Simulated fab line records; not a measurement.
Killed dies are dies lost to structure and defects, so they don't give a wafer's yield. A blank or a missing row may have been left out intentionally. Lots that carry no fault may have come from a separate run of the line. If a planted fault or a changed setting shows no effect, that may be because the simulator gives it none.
2 desks, one fault + flow sky130 + what lay behind the numbers comes last; until then each desk has only its own

## THE METROLOGY DESK
Means of the sampled wafers that have a number, per lot and without regard to the tool the lot ran on: this is what the gauges read. Marked OUT: a lot whose mean sits more than 4 standard deviations from the usual mean, which makes it out of limits; the brackets give that distance.
Columns: A = VIA2_OVL at SKY_VIA2_OVL_MEAS_13, usual -4 nm; B = CAPM_CVD_00_THK at SKY_CAPM_THK_MEAS_01, usual 15.43 nm
| lot  | first seen here | A   | B     |
|------|-----------------|-----|-------|
| L556 | day 36 01:17    | -2  | 15.24 |
| L557 | day 36 15:28    | -3  | 15.62 |
| L558 | day 36 19:05    | -6  | 15.76 |
| L559 | day 37 09:32    | -8  | 15.33 |
| L560 | day 37 15:11    | -9  | 15.38 |
| L562 | day 38 03:07    | -10 | 15.67 |
| L563 | day 38 20:19    | -7  | 15.45 |
| L565 | day 39 08:23    | -12 | 15.40 |
| L568 | day 40 04:42    | -2  | 15.79 |
| L569 | day 40 08:01    | 1   | 15.47 |
| L570 | day 40 19:08    | -1  | 15.35 |
| L571 | day 41 01:50    | -3  | 15.48 |
| L576 | day 42 17:28    | -3  | 15.42 |
Finding of this desk: none of the 13 lots has anything out of limits.

## AT THE TOOL OWNER'S DESK: pvdSputter-03
The tool's own readings at SKY_VIA2_SPUTTER_20 (material TiN, target thk 20 nm, time 80 s): means of the sampled wafers that have a number, for each lot that ran on this tool. Marked OUT: a lot whose mean sits more than 4 standard deviations from the usual mean, which makes it out of limits; the brackets give that distance.
Columns: A = chamberPressurePa at SKY_VIA2_SPUTTER_20, usual 5.000 Pa; B = throttleValvePct at SKY_VIA2_SPUTTER_20, usual 30.1 %
| lot  | first seen here | A               | B    |
|------|-----------------|-----------------|------|
| L556 | day 36 02:02    | 4.993           | 30.4 |
| L557 | day 36 16:12    | 4.999           | 30.1 |
| L559 | day 37 10:18    | 5.002           | 30.7 |
| L565 | day 39 09:07    | 5.002           | 30.7 |
| L569 | day 40 08:46    | 5.184 (+18) OUT | 29.7 |
This desk's verdict: out of limits on L569, starting with L569 at day 40 08:46 (chamberPressurePa at SKY_VIA2_SPUTTER_20). L556, L557, L559, L565: within limits.

## TAKEN TOGETHER
At day 40 08:46, on L569, the tool owner's desk was in a position to raise an alarm.
Nothing out of limits was seen by the metrology desk.
The metrology desk has L569 on record, within its limits.
All the named lots went through SKY_VIA2_SPUTTER_20 on pvdSputter-03.

## WHAT WAS PUT IN BY THE SIMULATOR
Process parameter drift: pvdSputter-03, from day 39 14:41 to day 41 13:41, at SKY_VIA2_SPUTTER_20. The setting chamberPressurePa was moved by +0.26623, starting from 5. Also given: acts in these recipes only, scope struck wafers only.
Shown lots that were struck: L569.
Delay in hours, fault start to first out-of-limits reading, by desk: the tool owner's desk at 18.
